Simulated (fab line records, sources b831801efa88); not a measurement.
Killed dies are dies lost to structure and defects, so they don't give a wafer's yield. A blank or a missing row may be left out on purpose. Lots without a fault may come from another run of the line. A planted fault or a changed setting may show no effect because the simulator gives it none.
fab line records | flow sky130
record lots=5 wafers=15 last_day=50
route steps=708 shown POLY_CUT@317 SD_P@320 RES_XHIGH@332 SD_N@342 PAD_OPEN@708
lots that met no fault: from a run of the same line without faults
start_h: hours from the record's first day to the start of the lot's first wafer shown | wait_h: hours since the lot's step before | " the same as in the row above | L1.1+2: a row that stands for several wafers | - no value, or no start given | * or withheld: withheld | < > ~ a bound
route shown NAME@n: a module of which the file shows steps, and the number in the route of the first | usual: mean/standard deviation of fault-free wafers | same: alike in all rows | chamber/n: place in a boat | sites: the reading at each site | _std_site: their standard deviation | _edge_site: outer sites' mean less inner sites' | radius_mm: how far each site lies from the wafer's centre | mask NAME#n: copy n | behind: the tool/chamber that last shaped the wafer | hold: why the lot was held/for how many hours/how that ended | device: the transistor (n, p or np) that didn't switch | end of line: the same wafers' tests at the end of the route | a step without rows: its recipe alone | killed: dies lost to structure and defects at the first sort, not the wafer's yield | map: a wafer's dies, x killed, . not, _ none there
set.NAME: the setting as run; set.NAME@STEP: as run at that earlier step | model.NAME: the simulator's own value behind a step, which no gauge read
lots at some steps of the route; a table a step, a row a wafer
services: from which hour (start_h, from the record's first day; less than 0 if before it) a tool's chamber was out of use, for how many hours, and why
## steps
# step SKY_POLY_CUT_ETCH_10
# recipe chemistry=N2/H2 target=BARC ion_energy_ev=200 source_w=500 bias_w=100 pressure_mtorr=30 n2_flow_sccm=100 h2_flow_sccm=200 stop_on=SiO2 time_s=45.9 target_depth_a=600
# step SKY_POLY_CUT_ETCH_11
# recipe target=Si3N4 chemistry=CF4/CH2F2/Ar stop_on=poly-Si source_w=600 bias_w=150 pressure_mtorr=40 cf4_flow_sccm=40 ch2f2_flow_sccm=20 Ar_flow_sccm=150 time_s=42.5 target_depth_a=600
# step SKY_POLY_CUT_STRIP_12
# recipe chemistry=O2/N2 power_w=1400 pressure_mtorr=1500 platen_temp_c=withheld o2_flow_sccm=3000 n2_flow_sccm=300 overash_fraction=0.5
# step SKY_SD_P_DEHYDRATE_00
# recipe temp_c=200 time_s=60
# step SKY_SD_P_HMDS_01
# recipe prime_time_s=60 prime_temp_c=120
# step SKY_SD_P_COAT_02
# recipe resist=NOVOLAK spin_rpm=3000 resist_thk_nm=1140
# step SKY_SD_P_SOFTBAKE_03
# recipe temp_c=90 time_s=60 resist=NOVOLAK
# step SKY_SD_P_EXPOSE_04
# recipe mask_id=PSDM na=0.6 source_shape=conventional sigma_outer=0.6 polarization=unpolarized target_cd_nm=380 dose_mj=138
# step SKY_SD_P_PEB_05
# recipe temp_c=withheld time_s=* resist=NOVOLAK
# step SKY_SD_P_DEVELOP_06
# recipe resist=NOVOLAK developer=TMAH develop_time_s=60 dev_temp_c=23
# step SKY_SD_P_IMPLANT_09
# recipe species=BF2 energy_kev=20 dose_cm2=3e+15 tilt_deg=0
# usual beam_on_s=15.4/0.63 dose_ions_cm2=3.001e+15/3.6e+12
# columns lot.wafer tool chamber start_h wait_h beam_on_s dose_ions_cm2
L429.2 implanter-03 0 656.99 0.0 12.6 2.377e+15
L429.4 " 0 " " 12.5 2.378e+15
L429.5 " 0 " " 12.7 2.377e+15
L431.1 implanter-03 0 662.05 0.0 12.4 2.381e+15
L431.4 " 0 " " 12.8 2.379e+15
L431.6 " 0 " " 12.6 2.383e+15
L433.1 implanter-03 0 682.07 0.0 12.6 2.377e+15
L433.2 " 0 " " 12.8 2.384e+15
L433.4 " 0 " " 12.6 2.381e+15
L441.2 implanter-03 0 749.78 0.0 16.3 3.006e+15
L441.3 " 0 " " 16.3 3e+15
L441.6 " 0 " " 15.8 3.008e+15
L442.1 implanter-04 0 755.32 0.0 15.3 3.003e+15
L442.2 " 0 " " 14.8 3.004e+15
L442.5 " 0 " " 14.6 3e+15
# step SKY_SD_P_STRIP_10
# recipe chemistry=O2/N2 power_w=1400 pressure_mtorr=1500 platen_temp_c=withheld o2_flow_sccm=3000 n2_flow_sccm=300 overash_fraction=0.5
# usual drypump_motor_current_A=5.8/0.47 oes_product_au=0.617/0.0048 strip_time_to_endpoint_s=17.50/0.033
# columns lot.wafer tool chamber start_h wait_h drypump_motor_current_A oes_product_au rf_hours_counter_h strip_time_to_endpoint_s
L429.2 plasma_asher-03 1 657.12 0.1 6.2 0.627 81 17.11
L429.4 " 0 " " 6.2 0.621 - 17.10
L429.5 " 1 " " 6.1 0.634 - 17.08
L431.1 plasma_asher-03 0 662.20 0.1 6.2 0.623 82 17.03
L431.4 " 1 " " 6.2 0.628 - 17.06
L431.6 " 0 " " 6.1 0.626 - 17.07
L433.1 plasma_asher-03 0 682.22 0.1 6.2 0.630 83 17.08
L433.2 " 1 " " 6.2 0.625 83 17.06
L433.4 " 0 " " 6.2 0.631 - 17.08
L441.2 plasma_asher-02 1 749.91 0.1 6.2 0.620 63 17.45
L441.3 " 0 " " 5.2 0.624 - 17.47
L441.6 " 1 " " 6.2 0.616 - 17.49
L442.1 plasma_asher-02 0 755.47 0.1 5.1 0.621 63 17.48
L442.2 " 1 " " 6.2 0.613 63 17.46
L442.5 " 1 " " 6.2 0.610 - 17.46
# step SKY_RES_XHIGH_DEHYDRATE_00
# recipe temp_c=200 time_s=60
# step SKY_RES_XHIGH_HMDS_01
# recipe prime_time_s=60 prime_temp_c=120
# step SKY_RES_XHIGH_COAT_02
# recipe resist=NOVOLAK spin_rpm=3000 resist_thk_nm=1140
# step SKY_RES_XHIGH_SOFTBAKE_03
# recipe temp_c=90 time_s=60 resist=NOVOLAK
# step SKY_RES_XHIGH_EXPOSE_04
# recipe mask_id=URPM na=0.6 source_shape=conventional sigma_outer=0.6 polarization=unpolarized target_cd_nm=1270 dose_mj=140
# step SKY_RES_XHIGH_PEB_05
# recipe temp_c=withheld time_s=* resist=NOVOLAK
# step SKY_RES_XHIGH_DEVELOP_06
# recipe resist=NOVOLAK developer=TMAH develop_time_s=60 dev_temp_c=23
# step SKY_RES_XHIGH_IMPLANT_07
# recipe species=BF2 energy_kev=20 dose_cm2=3.6e+14 tilt_deg=0
# step SKY_RES_XHIGH_STRIP_08
# recipe chemistry=O2/N2 power_w=1400 pressure_mtorr=1500 platen_temp_c=withheld o2_flow_sccm=3000 n2_flow_sccm=300 overash_fraction=0.5
# step SKY_SD_N_DEHYDRATE_00
# recipe temp_c=200 time_s=60
# step SKY_SD_N_HMDS_01
# recipe prime_time_s=60 prime_temp_c=120
# step SKY_SD_N_COAT_02
# recipe resist=NOVOLAK spin_rpm=3000 resist_thk_nm=1140
# step SKY_SD_N_SOFTBAKE_03
# recipe temp_c=90 time_s=60 resist=NOVOLAK
# step SKY_SD_N_EXPOSE_04
# recipe mask_id=NSDM na=0.6 source_shape=conventional sigma_outer=0.6 polarization=unpolarized target_cd_nm=380 dose_mj=141
# step SKY_SD_N_PEB_05
# recipe temp_c=withheld time_s=* resist=NOVOLAK
# step SKY_SD_N_DEVELOP_06
# recipe resist=NOVOLAK developer=TMAH develop_time_s=60 dev_temp_c=23
# step SKY_SD_N_IMPLANT_09
# recipe species=As energy_kev=50 dose_cm2=4e+15 tilt_deg=0
# step SKY_SD_N_IMPLANT_10
# recipe species=P energy_kev=20 dose_cm2=1e+14 tilt_deg=0
# step SKY_SD_N_STRIP_11
# recipe chemistry=O2/N2 power_w=1400 pressure_mtorr=1500 platen_temp_c=withheld o2_flow_sccm=3000 n2_flow_sccm=300 overash_fraction=0.5
# step SKY_SD_N_CLEAN_13
# recipe chemistry=SC1/SC2 mix=1:4:20 temp_c=70 time_s=150 dry=n2_spin
# step SKY_SD_N_RTA_14
# recipe temp_c=1075 time_s=2 idle_temp_c=650 ramp_up_c_per_s=150 ramp_down_c_per_s=90 ambient=N2
# step SKY_SD_N_RS_MEAS_17
# recipe thk_meas_gauge=four-point-probe
# usual SD_P_RS=147.2/0.45
# columns lot.wafer tool chamber start_h wait_h SD_P_RS[ohm/sq]
L429.2 film_metro-01 - 714.34 0.1 150.9
L429.4 " - " " 150.8
L429.5 " - " " 150.9
L431.1 film_metro-01 - 719.62 0.1 152.1
L431.4 " - " " 151.6
L431.6 " - " " 151.7
L433.1 film_metro-04 - 738.48 0.1 150.2
L433.2 " - " " 150.7
L433.4 " - " " 150.4
L441.2 film_metro-04 - 803.93 0.1 146.9
L441.3 " - " " 147.2
L441.6 " - " " 146.9
L442.1 film_metro-02 - 809.86 0.1 146.7
L442.2 " - " " 146.5
L442.5 " - " " 146.7
# step SKY_PAD_OPEN_PROBE_99
# usual killed_at_M0_to_M3=44/6.4 killed_at_M4_up=3.0/1.8 killed_at_contacts=24/5 killed_at_front_end=16/4.3 killed_at_other=0.4/0.76 killed_dies=88/8.6 killed_open=47/7.2 killed_short=40/5.5
# same gross_dies=492 killed_at_back_side=0
# columns lot.wafer tool chamber start_h wait_h killed_at_M0_to_M3 killed_at_M4_up killed_at_contacts killed_at_front_end killed_at_other killed_dies killed_open killed_short model.etest.res_high_po.line_ohm_um model.etest.licon_high_po.rc_ohm model.etest.res_pdiff.line_ohm_um model.etest.res_high_po.rs_ohm_sq model.etest.licon_pdiff.rc_ohm model.etest.res_pdiff_hv.rs_ohm_sq model.etest.res_pdiff.rs_ohm_sq
L429.2 prober-01 - 1122.93 0.1 41 2 29 16 2 90 46 44 906.9 506 1467 316 643.2 209.6 211.9
L429.4 prober-01 - 1123.03 0.2 44 2 25 15 2 88 45 42 857.2 513.6 1457 304.2 665.5 208 209.6
L429.5 prober-01 - 1123.08 0.2 36 2 20 14 1 73 41 32 901.7 485.4 1487 314.2 642.7 208.8 212.3
L431.1 prober-01 - 1126.70 0.1 46 0 28 11 0 85 36 48 930.5 501.7 1485 318.2 621.6 208 211.4
L431.4 prober-01 - 1126.85 0.2 54 2 19 13 0 88 59 29 899.1 491.4 1453 313.3 618.2 207.5 212.8
L431.6 prober-01 - 1126.95 0.2 40 0 28 18 0 86 51 34 882.8 467.1 1480 308.9 641.4 207.4 212.4
L433.1 prober-01 - 1139.22 0.1 42 5 21 13 0 81 41 39 893 476.7 1466 306.6 628 207.6 213
L433.2 prober-01 - 1139.27 0.1 36 4 24 13 0 77 39 37 898 478 1457 312 614.7 206.8 210
L433.4 prober-01 - 1139.37 0.2 42 4 26 13 2 87 41 45 861.1 482.4 1480 299.5 666 208 212.1
L441.2 prober-01 - 1183.51 0.1 51 3 23 21 1 99 48 51 742.6 341.3 1387 258.2 601.2 197.2 200.3
L441.3 prober-01 - 1183.56 0.2 56 2 12 20 0 90 48 42 750.4 365.3 1406 260.9 608.5 196.7 202.6
L441.6 prober-01 - 1183.71 0.2 42 3 20 16 0 81 45 36 733.7 371.9 1393 257.6 601.7 197.6 202.9
L442.1 prober-02 - 1190.37 0.1 37 3 29 19 0 88 44 43 755 356.5 1365 263.9 575.8 193.8 196.8
L442.2 prober-02 - 1190.42 0.1 45 5 26 13 1 90 50 40 748.1 340.3 1379 266.5 550.4 191.9 195.2
L442.5 prober-02 - 1190.57 0.2 45 6 30 14 0 95 50 44 750 340.5 1340 261.2 558.7 192.6 197.4
# killed by level:class
L429.2 CONTACT:geometric_particle:open=10 VIA1:geometric_particle:open=9 VIA2:geometric_particle:open=9 CONTACT:geometric_particle:short=8 POLY_GATE:geometric_particle:short=7 VIA3:geometric_particle:open=5 LI_CONTACT:geometric_particle:short=4 LI_CONTACT:geometric_particle:open=4
L429.4 CONTACT:geometric_particle:open=7 CONTACT:geometric_particle:short=7 VIA2:geometric_particle:open=7 METAL1:geometric_particle:short=6 LI_CONTACT:geometric_particle:open=6 FIELD_ISO:geometric_particle:open=5 VIA1:geometric_particle:open=5 METAL2:geometric_particle:short=5
L429.5 VIA3:geometric_particle:open=10 CONTACT:geometric_particle:short=6 VIA1:geometric_particle:open=6 LI_CONTACT:geometric_particle:open=5 CONTACT:geometric_particle:open=5 METAL2:geometric_particle:short=5 FIELD_ISO:geometric_particle:open=4 POLY_GATE:geometric_particle:short=3
L431.1 VIA1:geometric_particle:open=11 CONTACT:geometric_particle:open=9 METAL2:geometric_particle:short=8 CONTACT:geometric_particle:short=6 METAL1:geometric_particle:short=6 LOCAL_INTERCONNECT:geometric_particle:short=5 VIA1:geometric_particle:short=5 FIELD_ISO:geometric_particle:short=4
L431.4 VIA1:geometric_particle:open=14 VIA3:geometric_particle:open=9 LI_CONTACT:geometric_particle:open=8 VIA2:geometric_particle:open=8 METAL1:geometric_particle:short=7 FIELD_ISO:geometric_particle:open=6 CONTACT:geometric_particle:open=5 METAL2:geometric_particle:short=5
L431.6 CONTACT:geometric_particle:open=11 VIA1:geometric_particle:open=10 VIA3:geometric_particle:open=9 LI_CONTACT:geometric_particle:open=8 FIELD_ISO:geometric_particle:short=6 POLY_GATE:geometric_particle:short=5 METAL1:geometric_particle:short=5 VIA1:geometric_particle:short=5
L433.1 VIA1:geometric_particle:short=10 VIA1:geometric_particle:open=8 CONTACT:geometric_particle:open=7 LI_CONTACT:geometric_particle:open=6 VIA2:geometric_particle:open=6 METAL2:geometric_particle:short=4 CONTACT:geometric_particle:short=4 METAL1:geometric_particle:short=4
L433.2 METAL1:geometric_particle:short=10 VIA1:geometric_particle:open=10 CONTACT:geometric_particle:open=8 POLY_GATE:geometric_particle:short=5 LI_CONTACT:geometric_particle:open=5 VIA2:geometric_particle:open=4 VIA3:geometric_particle:short=4 POLY_GATE:geometric_particle:open=3
L433.4 VIA1:geometric_particle:open=13 CONTACT:geometric_particle:open=9 METAL1:geometric_particle:short=9 LI_CONTACT:geometric_particle:short=6 VIA1:geometric_particle:short=5 VIA3:geometric_particle:open=5 FIELD_ISO:geometric_particle:short=4 CONTACT:geometric_particle:short=4
L441.2 VIA1:geometric_particle:short=8 VIA1:geometric_particle:open=8 VIA2:geometric_particle:open=8 VIA3:geometric_particle:open=7 LI_CONTACT:geometric_particle:open=6 METAL2:geometric_particle:short=6 POLY_GATE:geometric_particle:open=5 LI_CONTACT:geometric_particle:short=5
L441.3 VIA1:geometric_particle:open=14 VIA1:geometric_particle:short=9 FIELD_ISO:geometric_particle:open=6 VIA3:geometric_particle:open=6 METAL2:geometric_particle:short=6 VIA2:geometric_particle:open=6 POLY_GATE:geometric_particle:open=5 LI_CONTACT:geometric_particle:open=5
L441.6 VIA1:geometric_particle:open=13 CONTACT:geometric_particle:open=7 VIA2:geometric_particle:open=6 POLY_GATE:geometric_particle:short=5 VIA3:geometric_particle:open=5 METAL1:geometric_particle:short=5 METAL2:geometric_particle:short=5 FIELD_ISO:geometric_particle:open=4
L442.1 CONTACT:geometric_particle:open=12 VIA1:geometric_particle:open=9 VIA3:geometric_particle:open=7 FIELD_ISO:geometric_particle:short=6 CONTACT:geometric_particle:short=6 VIA2:geometric_particle:open=6 POLY_GATE:geometric_particle:open=5 LOCAL_INTERCONNECT:geometric_particle:short=5
L442.2 VIA2:geometric_particle:open=9 CONTACT:geometric_particle:open=8 CONTACT:geometric_particle:short=7 VIA3:geometric_particle:open=7 LI_CONTACT:geometric_particle:open=6 VIA1:geometric_particle:open=5 METAL2:geometric_particle:short=5 METAL3:geometric_particle:short=5
L442.5 CONTACT:geometric_particle:open=12 VIA1:geometric_particle:open=12 LI_CONTACT:geometric_particle:open=7 VIA2:geometric_particle:open=7 FIELD_ISO:geometric_particle:short=5 CONTACT:geometric_particle:short=5 VIA1:geometric_particle:short=5 POLY_GATE:geometric_particle:short=4
## services
# columns tool chamber start_h hours kind
plasma_asher-02 - 700.98 5.1 repair
plasma_asher-03 - 724.65 2.9 repair
implanter-03 - 745.27 4.4 repair
## key
first_sign step=SKY_SD_P_IMPLANT_09 reading=dose_ions_cm2 direction=down sigmas=99+ usual=* struck=*
effect step=SKY_SD_P_IMPLANT_09 reading=beam_on_s direction=down sigmas=4.4 usual=15.4 struck=12.6
effect step=SKY_SD_P_STRIP_10 reading=strip_time_to_endpoint_s direction=down sigmas=13 usual=* struck=*
effect step=SKY_SD_N_RS_MEAS_17 reading=SD_P_RS direction=up sigmas=8.4 usual=147.2 struck=151.0
model_effect step=SKY_PAD_OPEN_PROBE_99 value=etest.res_high_po.line_ohm_um without=752.3 struck=892.2
met_at SKY_SD_P_IMPLANT_09
struck_wafers L429.2,L429.4,L429.5,L431.1,L431.4,L431.6,L433.1,L433.2,L433.4
tester_left_out L429,L431,L433
fault kind=process_parameter_drift tool=implanter-03 chamber=- onset_h=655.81 steps=SKY_SD_P_IMPLANT_09 channel=dose_cm2 offset=* shape=step end_h=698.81 acts_in=* stated=*
# tester_left_out: of these lots the tester's yield and bins aren't shown, on N5 and GAA mostly nor the transistor test; their killed dies are dies lost to structure and defects alone, not to doping, threshold or leakage, so they don't give the yield
